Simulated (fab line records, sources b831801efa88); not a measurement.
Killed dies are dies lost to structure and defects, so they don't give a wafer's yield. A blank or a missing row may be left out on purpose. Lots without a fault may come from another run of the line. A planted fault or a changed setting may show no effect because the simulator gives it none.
Which tool did it? | flow sky130 | 12 lots, 36 wafers sampled, at 4 steps of a route of 708

WHAT THE GAUGES READ, wafer by wafer
SKY_METAL5_THK_MEAS_06: measures by xrf. Usual: METAL5_ALCU_THK 1163 nm, standard deviation 14.
lot  | measured     | on            | METAL5_ALCU_THK (nm) | flag
L736 | day 43 03:40 | film_metro-03 | 1129 1130 1136       |
L738 | day 44 02:32 | film_metro-01 | 1171 1156 1170       |
L739 | day 44 08:14 | film_metro-03 | 1162 1145 1156       |
L740 | day 44 08:47 | film_metro-02 | 1187 1182 1182       |
L745 | day 45 16:37 | film_metro-02 | 1168 1178 1165       |
L748 | day 47 00:17 | film_metro-01 | 1156 1159 1167       |
L751 | day 47 06:45 | film_metro-03 | 1166 1169 1161       |
L754 | day 47 19:23 | film_metro-03 | 1141 1148 1147       |
L755 | day 48 05:14 | film_metro-02 | 1171 1190 1172       |
L757 | day 48 18:18 | film_metro-02 | 1159 1161 1179       |
L758 | day 48 23:56 | film_metro-03 | 1147 1135 1140       |
L759 | day 49 01:18 | film_metro-01 | 1162 1170 1160       |

WHICH TOOL RAN EACH LOT (tool, then ch and the chambers of the sampled wafers, then the start)
lot  | SKY_VIA1_CVD_21               | SKY_METAL4_DESCUM_15              | SKY_VIA4_SPUTTER_17
L736 | cvd_w-02 ch 0,1, day 34 04:29 | rie_metal-01 ch 0,1, day 42 01:32 | pvd_sputter-02, day 43 02:40
L738 | cvd_w-02 ch 0,1, day 35 07:59 | rie_metal-01 ch 0,1, day 43 00:14 | pvd_sputter-03, day 44 01:33
L739 | cvd_w-02 ch 0, day 35 14:40   | rie_metal-04 ch 0,1, day 43 06:02 | pvd_sputter-03, day 44 06:56
L740 | cvd_w-02 ch 0, day 35 16:34   | rie_metal-04 ch 0,1, day 43 06:53 | pvd_sputter-04, day 44 07:46
L745 | cvd_w-02 ch 0,1, day 37 09:20 | rie_metal-02 ch 0,1, day 44 16:32 | pvd_sputter-04, day 45 15:38
L748 | cvd_w-01 ch 0,1, day 38 18:18 | rie_metal-02 ch 0,1, day 45 23:47 | pvd_sputter-04, day 46 23:08
L751 | cvd_w-01 ch 0,1, day 39 00:46 | rie_metal-01 ch 0,1, day 46 06:10 | pvd_sputter-02, day 47 05:37
L754 | cvd_w-02 ch 0,1, day 39 17:13 | rie_metal-01 ch 0,1, day 46 20:08 | pvd_sputter-04, day 47 18:23
L755 | cvd_w-02 ch 0,1, day 40 07:19 | rie_metal-01 ch 0,1, day 47 06:02 | pvd_sputter-03, day 48 04:15
L757 | cvd_w-02 ch 0, day 41 00:52   | rie_metal-04 ch 0, day 47 19:56   | pvd_sputter-04, day 48 17:19
L758 | cvd_w-02 ch 0,1, day 41 06:20 | rie_metal-04 ch 0,1, day 48 02:06 | pvd_sputter-03, day 48 22:55
L759 | cvd_w-02 ch 0,1, day 41 09:49 | rie_metal-01 ch 0,1, day 48 03:35 | pvd_sputter-04, day 49 00:19
- SKY_VIA1_CVD_21: deposits W, target thk 270 nm, time 80.902 s.
- SKY_METAL4_DESCUM_15: chemistry O2, time 8 s.
- SKY_VIA4_SPUTTER_17: material TiN, target thk 20 nm, time 80 s.

WHAT THE TOOLS THEMSELVES READ (means of the sampled wafers that have a number; where no wafer has one, the mark that the record gives instead)
SKY_VIA1_CVD_21. Usual: heater_power_w 879 W, standard deviation 29.
lot  | tool     | heater_power_w (W) | flag
L736 | cvd_w-02 | 908                |
L738 | cvd_w-02 | 903                |
L739 | cvd_w-02 | 900                |
L740 | cvd_w-02 | 913                |
L745 | cvd_w-02 | 899                |
L748 | cvd_w-01 | 867                |
L751 | cvd_w-01 | 877                |
L754 | cvd_w-02 | 853                |
L755 | cvd_w-02 | 863                |
L757 | cvd_w-02 | 847                |
L758 | cvd_w-02 | 842                |
L759 | cvd_w-02 | 861                |

SKY_METAL4_DESCUM_15. Usual: drypump_motor_current_A 6.0 A, standard deviation 0.42; he_backside_leak_sccm 3.3 sccm, standard deviation 0.32; oes_product_au 1.003 a.u., standard deviation 0.0094.
lot  | tool         | drypump_motor_current_A (A) | he_backside_leak_sccm (sccm) | oes_product_au (a.u.) | flag
L736 | rie_metal-01 | 6.1                         | 3.3                          | 0.993                 |
L738 | rie_metal-01 | 5.7                         | 3.1                          | 1.002                 |
L739 | rie_metal-04 | 6.0                         | 3.0                          | 1.009                 |
L740 | rie_metal-04 | 6.0                         | 3.2                          | 1.010                 |
L745 | rie_metal-02 | 5.8                         | 3.4                          | 1.003                 |
L748 | rie_metal-02 | 5.8                         | 3.6                          | 1.005                 |
L751 | rie_metal-01 | 6.0                         | 3.4                          | 0.995                 |
L754 | rie_metal-01 | 5.7                         | 3.2                          | 0.999                 |
L755 | rie_metal-01 | 6.0                         | 3.7                          | 1.000                 |
L757 | rie_metal-04 | 6.5                         | 3.1                          | 1.013                 |
L758 | rie_metal-04 | 6.0                         | 3.0                          | 1.012                 |
L759 | rie_metal-01 | 5.7                         | 3.3                          | 0.994                 |

SKY_VIA4_SPUTTER_17. Usual: cathode_dc_power_W 3999.9 W, standard deviation 0.74; throttle_valve_pct 29.9 %, standard deviation 1.6.
lot  | tool           | cathode_dc_power_W (W) | throttle_valve_pct (%) | flag
L736 | pvd_sputter-02 | 4000.9                 | 30.7                   |
L738 | pvd_sputter-03 | 4000.3                 | 29.0                   |
L739 | pvd_sputter-03 | 3999.2                 | 28.0                   |
L740 | pvd_sputter-04 | 3999.9                 | 29.1                   |
L745 | pvd_sputter-04 | 4000.3                 | 30.2                   |
L748 | pvd_sputter-04 | 4000.0                 | 30.3                   |
L751 | pvd_sputter-02 | 3999.8                 | 30.2                   |
L754 | pvd_sputter-04 | 3999.7                 | 29.3                   |
L755 | pvd_sputter-03 | 3999.7                 | 29.0                   |
L757 | pvd_sputter-04 | 4000.3                 | 30.4                   |
L758 | pvd_sputter-03 | 3999.6                 | 29.0                   |
L759 | pvd_sputter-04 | 4000.0                 | 30.3                   |

THE ANSWER, worked out from the rows above alone
Rule: a lot is off if the mean of its wafers that have a number lies more than 3 standard deviations from the usual mean. A lot without any number at a reading at which 4 lots or more have one is off too. The other lots that the step has rows for count as sound. The gauges are gone through in route order, then the tools' own readings, and for those a lot's mean is taken as printed above. The first step at which some lot is off is used, and at that step the reading that is off furthest; a lot without a number counts as furthest.
No lot is off at any reading shown: from this, nothing can be told.

WHAT THE SIMULATOR HAD PUT IN
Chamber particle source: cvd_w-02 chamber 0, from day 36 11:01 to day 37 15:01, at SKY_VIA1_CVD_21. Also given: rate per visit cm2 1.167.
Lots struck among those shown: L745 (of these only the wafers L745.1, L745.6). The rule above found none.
